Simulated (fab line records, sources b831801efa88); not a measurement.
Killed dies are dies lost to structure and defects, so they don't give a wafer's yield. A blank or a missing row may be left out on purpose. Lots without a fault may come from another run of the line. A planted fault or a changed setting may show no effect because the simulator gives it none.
Which tool did it? | flow gf180mcu | 6 lots, 18 wafers sampled, at 3 steps of a route of 602

WHAT THE GAUGES READ, wafer by wafer
GF_POLY_GATE_THK_MEAS_01.
lot  | measured     | on            | POLY_GATE_CVD_00_THK (nm)
L685 | day 9 08:41  | film_metro-02 | 197.4 199.1 198.6
L689 | day 10 10:23 | film_metro-04 | 197.3 199.7 198.9
L691 | day 10 20:40 | film_metro-02 | 198.4 199.0 199.1
L699 | day 13 11:55 | film_metro-02 | 198.9 198.3 199.4
L703 | day 14 18:37 | film_metro-04 | 198.5 198.0 201.1
L705 | day 15 08:38 | film_metro-02 | 200.1 198.4 200.3

WHICH TOOL RAN EACH LOT (tool, then ch and the chambers of the sampled wafers, then the start)
lot  | GF_LVPWELL_STRIP_10                 | GF_VT_IMPLANT_STRIP_09
L685 | plasma_asher-03 ch 0,1, day 4 15:41 | plasma_asher-03 ch 0,1, day 6 11:11
L689 | plasma_asher-04 ch 0,1, day 5 11:14 | plasma_asher-02 ch 0,1, day 7 07:31
L691 | plasma_asher-03 ch 0,1, day 5 22:08 | plasma_asher-03 ch 0,1, day 7 20:47
L699 | plasma_asher-03 ch 0,1, day 7 22:40 | plasma_asher-01 ch 0,1, day 10 02:16
L703 | plasma_asher-04 ch 0,1, day 8 21:07 | plasma_asher-01 ch 0,1, day 11 01:49
L705 | plasma_asher-01 ch 1, day 9 04:59   | plasma_asher-02 ch 0,1, day 11 10:59
- GF_LVPWELL_STRIP_10: strips in O2/N2.
- GF_VT_IMPLANT_STRIP_09: strips in O2/N2.

THE ANSWER, worked out from the rows above alone
Rule: what is usual is taken from the lots themselves. Put in order of their means at a reading, lots are off if they are a third of the lots or fewer, leave a main group of 4 or more, and stand apart from it by a gap of 3 or more times the standard deviation of the main group's means; of several such gaps the widest counts. A main group whose means are all the same, to the digits that the tables above print for the reading, isn't used. A lot without any number at a reading at which 4 lots or more have one is off too. The other lots that the step has rows for count as sound.
No lot is off at any reading shown: from this, nothing can be told.

WHAT THE SIMULATOR HAD PUT IN
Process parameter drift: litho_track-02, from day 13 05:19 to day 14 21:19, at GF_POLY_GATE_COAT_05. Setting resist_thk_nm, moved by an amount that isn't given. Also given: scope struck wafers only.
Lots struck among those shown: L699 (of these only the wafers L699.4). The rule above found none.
